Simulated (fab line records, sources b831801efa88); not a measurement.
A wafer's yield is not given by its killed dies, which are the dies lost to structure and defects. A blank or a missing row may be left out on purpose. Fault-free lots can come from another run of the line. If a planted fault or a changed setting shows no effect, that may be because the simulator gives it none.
fab line records    flow sky130
record lots=12  wafers=36  last-day=51
route steps=708 shown LDD_HVN@276 LI_CONTACT@378 LOCAL_INTERCONNECT@389
lots that met no fault: taken from a fault-free run of the same line
start-h: the number of hours between the record's first day and the start of the first shown wafer of the lot    wait-h: hours elapsed since this lot's preceding step    " identical to the entry in the row above    L1.1+2: a single row standing in for several wafers    - either no value or no given start    * or withheld: withheld    < > ~ a bound
route shown NAME@n: NAME is a module with steps in the file, n the number in the route of the first one    usual: mean/standard deviation of fault-free wafers    same: alike in all rows    chamber/n: place in a boat    sites: each site's reading    _std_site: how widely they spread, as a standard deviation    _edge_site: inner sites' mean taken away from outer sites' mean    radius-mm: for every site, how far away it sits from the centre of the wafer    mask NAME#n: copy n    behind: tool/chamber where the wafer was last shaped    hold: the reason the lot was held/the length of the hold in hours/how it ended    device: the n, p or np transistor that did not switch    end of line: the same wafers' tests at the end of the route    where a step has no rows: the recipe by itself    killed: dies lost to structure and defects at the first sort, not the wafer's yield    map: per-die view of a wafer (x killed, . not killed, _ where there is no die)
set.NAME: the setting that was run; set.NAME@STEP: the one run at that earlier step    model.NAME: the simulator's own value behind a step, which no gauge read
a sample of lots followed through the steps of the route, with each step as a table and each wafer as a row
services: from which hour (start-h, from the record's first day; less than 0 if before it) a tool's chamber was out of use, for how many hours, and why
## steps
# step SKY_LDD_HVN_STRIP_09
# recipe chemistry=O2/N2  power-w=1400  pressure-mtorr=1500  platen-temp-c=withheld  o2-flow-sccm=3000  n2-flow-sccm=300  overash-fraction=0.5
# usual drypump-motor-current-A=5.8/0.37  oes-product-au=0.409/0.0048  strip-time-to-endpoint-s=4.133/0.014
lot.wafer  tool             chamber  start-h  wait-h  drypump-motor-current-A  oes-product-au  rf-hours-counter-h  strip-time-to-endpoint-s
L448.4     plasma-asher-01  1        475.27   0.1     6.3                      0.409           -                   4.136
L448.5     "                1        "        "       6.3                      0.403           -                   4.164
L448.6     "                0        "        "       5.6                      0.411           -                   4.151
L450.1     plasma-asher-01  1        496.01   0.1     6.3                      0.409           7                   4.104
L450.3     "                0        "        "       5.5                      0.408           -                   4.119
L450.5     "                0        "        "       5.5                      0.403           -                   4.124
L451.1     plasma-asher-04  0        510.74   0.1     5.9                      0.405           84                  4.132
L451.2     "                1        "        "       5.3                      0.400           84                  4.138
L451.3     "                0        "        "       5.9                      0.410           -                   4.127
L454.1     plasma-asher-03  0        533.09   0.1     6.3                      0.408           73                  4.138
L454.4     "                1        "        "       5.6                      0.406           -                   4.119
L454.5     "                0        "        "       6.3                      0.403           -                   4.142
L453.2     plasma-asher-03  1        533.74   0.1     5.6                      0.410           73                  4.142
L453.3     "                0        "        "       6.3                      0.415           -                   4.126
L453.6     "                1        "        "       5.6                      0.403           -                   4.105
L452.3     plasma-asher-01  1        534.38   0.1     6.3                      0.408           -                   4.142
L452.5     "                1        "        "       6.2                      0.411           -                   4.146
L452.6     "                0        "        "       5.5                      0.407           -                   4.135
L455.2     plasma-asher-03  0        546.79   0.1     6.3                      0.404           74                  4.173
L455.3     "                1        "        "       5.6                      0.407           -                   4.151
L455.4     "                0        "        "       6.3                      0.418           -                   4.153
L456.2     plasma-asher-04  1        557.59   0.1     5.3                      0.414           88                  4.111
L456.5     "                0        "        "       5.9                      0.417           -                   4.119
L456.6     "                1        "        "       5.3                      0.411           -                   4.121
L458.2     plasma-asher-04  1        568.69   0.1     5.3                      0.401           89                  4.149
L458.4     "                1        "        "       5.3                      0.415           -                   4.157
L458.5     "                1        "        "       5.3                      0.402           -                   4.139
L461.3     plasma-asher-03  1        594.08   0.1     5.6                      0.411           -                   4.140
L461.4     "                0        "        "       6.3                      0.413           -                   4.139
L461.5     "                1        "        "       5.6                      0.414           -                   4.154
L467.1     plasma-asher-01  0        633.14   0.1     5.5                      0.412           21                  4.122
L467.2     "                1        "        "       6.3                      0.418           21                  4.126
L467.6     "                1        "        "       6.3                      0.406           -                   4.125
L469.2     plasma-asher-01  1        685.14   0.1     6.3                      0.412           26                  4.131
L469.3     "                0        "        "       5.5                      0.409           -                   4.147
L469.5     "                1        "        "       6.3                      0.410           -                   4.147
# step SKY_LI_CONTACT_STRIP_16
# recipe chemistry=O2/N2  power-w=1400  pressure-mtorr=1500  platen-temp-c=withheld  o2-flow-sccm=3000  n2-flow-sccm=300  overash-fraction=0.5
# usual drypump-motor-current-A=5.9/0.36  oes-product-au=0.375/0.0048  strip-time-to-endpoint-s=3.48/0.033
lot.wafer  tool             chamber  start-h  wait-h  drypump-motor-current-A  oes-product-au  rf-hours-counter-h  strip-time-to-endpoint-s
L448.4     plasma-asher-04  0        688.10   -       5.9                      0.379           -                   3.47
L448.5     "                0        "        "       5.9                      0.369           -                   3.43
L448.6     "                1        "        "       5.3                      0.381           -                   3.47
L450.1     plasma-asher-04  1        705.14   -       5.3                      0.376           103                 3.51
L450.3     "                1        "        "       5.3                      0.372           -                   3.50
L450.5     "                0        "        "       5.9                      0.371           -                   3.52
L451.1     plasma-asher-01  0        717.67   -       5.5                      0.373           29                  3.44
L451.2     "                1        "        "       6.3                      0.369           29                  3.44
L451.3     "                0        "        "       5.5                      0.377           -                   3.43
L454.1     plasma-asher-01  1        737.72   -       6.3                      0.368           31                  3.44
L454.4     "                1        "        "       6.2                      0.380           -                   3.48
L454.5     "                0        "        "       5.5                      0.370           -                   3.41
L453.2     plasma-asher-02  1        740.69   -       6.2                      0.384           62                  3.43
L453.3     "                0        "        "       6.1                      0.373           -                   3.46
L453.6     "                1        "        "       6.2                      0.378           -                   3.43
L452.3     plasma-asher-02  1        741.09   -       6.3                      0.380           -                   3.51
L452.5     "                0        "        "       6.1                      0.382           -                   3.51
L452.6     "                1        "        "       6.3                      0.377           -                   3.46
L455.2     plasma-asher-01  0        752.72   -       5.5                      0.372           33                  3.46
L455.3     "                0        "        "       5.5                      0.373           -                   3.46
L455.4     "                1        "        "       6.3                      0.367           -                   3.47
L456.2     plasma-asher-02  0        762.37   -       6.1                      0.374           64                  3.49
L456.5     "                1        "        "       6.2                      0.364           -                   3.47
L456.6     "                0        "        "       6.1                      0.374           -                   3.42
L458.2     plasma-asher-01  0        773.22   -       5.5                      0.374           35                  3.52
L458.4     "                0        "        "       5.5                      0.373           -                   3.51
L458.5     "                0        "        "       5.5                      0.372           -                   3.51
L461.3     plasma-asher-01  0        794.30   -       5.5                      0.375           -                   3.48
L461.4     "                1        "        "       6.3                      0.381           -                   3.48
L461.5     "                0        "        "       5.5                      0.377           -                   3.46
L467.1     plasma-asher-01  1        831.24   -       6.3                      0.387           42                  3.50
L467.2     "                0        "        "       5.5                      0.367           42                  3.51
L467.6     "                1        "        "       6.3                      0.375           -                   3.46
L469.2     plasma-asher-04  1        876.11   -       5.3                      0.382           11                  3.51
L469.3     "                1        "        "       5.3                      0.377           -                   3.50
L469.5     "                1        "        "       5.3                      0.377           -                   3.50
# step SKY_LI_CONTACT_CVD_21
# recipe material=W  target-thk-nm=400  time-s=120.56  temp-c=400  pressure-torr=40
# usual heater-power-w=851/87  susceptor-temp-C=399.97/0.24
lot.wafer  tool      chamber  start-h  wait-h  heater-power-w  susceptor-temp-C
L448.4     cvd-w-01  0        688.58   0.1     889             399.63
L448.5     "         1        "        "       713             399.85
L448.6     "         0        "        "       905             399.57
L450.1     cvd-w-01  1        705.57   0.0     733             399.78
L450.3     "         1        "        "       694             399.74
L450.5     "         1        "        "       716             399.78
L451.1     cvd-w-02  0        718.10   0.0     796             399.89
L451.2     "         1        "        "       928             399.83
L451.3     "         1        "        "       951             399.67
L454.1     cvd-w-01  1        738.15   0.0     718             400.06
L454.4     "         1        "        "       711             399.96
L454.5     "         1        "        "       729             399.84
L453.2     cvd-w-01  0        741.12   0.0     898             399.75
L453.3     "         0        "        "       888             399.90
L453.6     "         0        "        "       869             400.14
L452.3     cvd-w-02  1        741.53   0.1     937             399.91
L452.5     "         1        "        "       961             399.60
L452.6     "         0        "        "       847             399.90
L455.2     cvd-w-02  0        753.15   0.0     843             399.93
L455.3     "         0        "        "       830             399.96
L455.4     "         1        "        "       950             399.30
L456.2     cvd-w-01  0        762.80   0.0     909             400.14
L456.5     "         1        "        "       719             399.61
L456.6     "         0        "        "       899             399.83
L458.2     cvd-w-02  0        773.65   0.0     840             400.18
L458.4     "         0        "        "       836             400.31
L458.5     "         0        "        "       809             400.10
L461.3     cvd-w-01  1        794.74   0.1     711             397.04
L461.4     "         0        "        "       887             397.36
L461.5     "         1        "        "       717             396.96
L467.1     cvd-w-01  0        831.67   0.0     887             396.71
L467.2     "         1        "        "       708             396.97
L467.6     "         1        "        "       687             396.80
L469.2     cvd-w-02  1        876.54   0.0     945             399.94
L469.3     "         1        "        "       956             400.31
L469.5     "         1        "        "       955             400.15
# step SKY_LI_CONTACT_RS_MEAS_22
# recipe thk-meas-gauge=four-point-probe  reads=W_of_LI_CONTACT_CVD_21+TiN_of_LI_CONTACT_SPUTTER_20+Ti_of_LI_CONTACT_SPUTTER_19
# usual LI_CONTACT_W_RS=0.2862/0.0027
lot.wafer  tool           chamber  start-h  wait-h  LI_CONTACT_W_RS[ohm/sq]
L448.4     film-metro-03  -        688.72   0.1     0.2887
L448.5     "              -        "        "       0.2826
L448.6     "              -        "        "       0.2907
L450.1     film-metro-04  -        705.70   0.1     0.2795
L450.3     "              -        "        "       0.2791
L450.5     "              -        "        "       0.2815
L451.1     film-metro-03  -        718.23   0.1     0.2868
L451.2     "              -        "        "       0.2883
L451.3     "              -        "        "       0.2876
L454.1     film-metro-03  -        738.40   0.2     0.2833
L454.4     "              -        "        "       0.2847
L454.5     "              -        "        "       0.2828
L453.2     film-metro-03  -        741.27   0.1     0.2866
L453.3     "              -        "        "       0.2874
L453.6     "              -        "        "       0.2862
L452.3     film-metro-04  -        741.65   0.1     0.2902
L452.5     "              -        "        "       0.2875
L452.6     "              -        "        "       0.2863
L455.2     film-metro-03  -        753.30   0.1     0.2871
L455.3     "              -        "        "       0.2884
L455.4     "              -        "        "       0.2869
L456.2     film-metro-04  -        762.95   0.1     0.2874
L456.5     "              -        "        "       0.2870
L456.6     "              -        "        "       0.2888
L458.2     film-metro-04  -        773.80   0.1     0.2849
L458.4     "              -        "        "       0.2884
L458.5     "              -        "        "       0.2862
L461.3     film-metro-03  -        794.87   0.1     0.3024
L461.4     "              -        "        "       0.2993
L461.5     "              -        "        "       0.2977
L467.1     film-metro-04  -        831.80   0.1     0.3035
L467.2     "              -        "        "       0.2983
L467.6     "              -        "        "       0.2967
L469.2     film-metro-03  -        876.69   0.1     0.2864
L469.3     "              -        "        "       0.2860
L469.5     "              -        "        "       0.2851
# step SKY_LOCAL_INTERCONNECT_THK_MEAS_02
# recipe thk-meas-gauge=xrf  reads=TiN_of_LOCAL_INTERCONNECT_SPUTTER_00
# usual LOCAL_INTERCONNECT_TIN_THK=100.9/1.2
lot.wafer  tool           chamber  start-h  wait-h  LOCAL_INTERCONNECT_TIN_THK[nm]
L448.4     film-metro-03  -        689.35   0.1     101.3
L448.5     "              -        "        "       101.7
L448.6     "              -        "        "       100.9
L450.1     film-metro-01  -        706.36   0.1     100.0
L450.3     "              -        "        "       99.7
L450.5     "              -        "        "       98.9
L451.1     film-metro-03  -        718.89   0.1     102.0
L451.2     "              -        "        "       101.7
L451.3     "              -        "        "       102.3
L454.1     film-metro-01  -        739.06   0.1     98.5
L454.4     "              -        "        "       100.5
L454.5     "              -        "        "       98.9
L453.2     film-metro-01  -        742.14   0.1     101.6
L453.3     "              -        "        "       101.2
L453.6     "              -        "        "       101.5
L452.3     film-metro-01  -        742.67   0.1     100.1
L452.5     "              -        "        "       100.3
L452.6     "              -        "        "       99.7
L455.2     film-metro-03  -        755.28   0.1     102.6
L455.3     "              -        "        "       102.3
L455.4     "              -        "        "       100.1
L456.2     film-metro-03  -        763.60   0.1     101.0
L456.5     "              -        "        "       101.6
L456.6     "              -        "        "       100.8
L458.2     film-metro-01  -        774.45   0.1     100.3
L458.4     "              -        "        "       100.4
L458.5     "              -        "        "       99.8
L461.3     film-metro-04  -        795.51   0.1     100.0
L461.4     "              -        "        "       102.0
L461.5     "              -        "        "       102.2
L467.1     film-metro-04  -        832.46   0.1     101.5
L467.2     "              -        "        "       100.0
L467.6     "              -        "        "       101.1
L469.2     film-metro-01  -        877.34   0.1     101.4
L469.3     "              -        "        "       102.6
L469.5     "              -        "        "       101.0
## services
tool             chamber  start-h  hours  kind
cvd-w-02         0        533.64   2.9    repair
plasma-asher-04  -        541.65   1.7    repair
cvd-w-01         -        544.59   1.0    repair
cvd-w-01         1        570.73   10.1   repair
cvd-w-02         -        574.13   2.8    pm
plasma-asher-04  -        619.48   2.8    pm
plasma-asher-03  -        695.32   1.9    repair
cvd-w-02         1        703.58   1.4    repair
plasma-asher-04  -        733.75   9.0    pm
plasma-asher-04  0        733.75   9.0    vent-cycle
plasma-asher-04  1        733.75   9.0    vent-cycle
cvd-w-01         0        735.23   3.6    repair
plasma-asher-04  0        742.75   -      clean
plasma-asher-04  1        742.75   -      clean
plasma-asher-02  -        772.06   7.3    pm
plasma-asher-03  -        791.60   4.0    repair
plasma-asher-04  -        817.53   14.6   pm
plasma-asher-04  -        838.07   0.9    repair
## key
first-sign step=SKY_LI_CONTACT_CVD_21  reading=susceptor-temp-C  direction=down  sigmas=13  usual=*  struck=*
effect step=SKY_LI_CONTACT_RS_MEAS_22  reading=LI_CONTACT_W_RS  direction=up  sigmas=4.9  usual=0.2862  struck=0.2997
met-at SKY_LI_CONTACT_CVD_21
struck-lots L461,L467
tester-left-out L461,L467
not-acting-at SKY_LDD_HVN_STRIP_09,SKY_LI_CONTACT_STRIP_16,SKY_LOCAL_INTERCONNECT_THK_MEAS_02
onset-between 762.80 794.74
fault kind=process-parameter-drift  tool=cvd-w-01  chamber=-  onset-h=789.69  steps=SKY_LI_CONTACT_CVD_21  channel=temp-c  offset=*  shape=step  end-h=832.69  acts-in=*  stated=*
# tester-left-out: of these lots the tester's yield and bins aren't shown, on N5 and GAA mostly nor the transistor test; their killed dies are dies lost to structure and defects alone, not to doping, threshold or leakage, so they don't give the yield
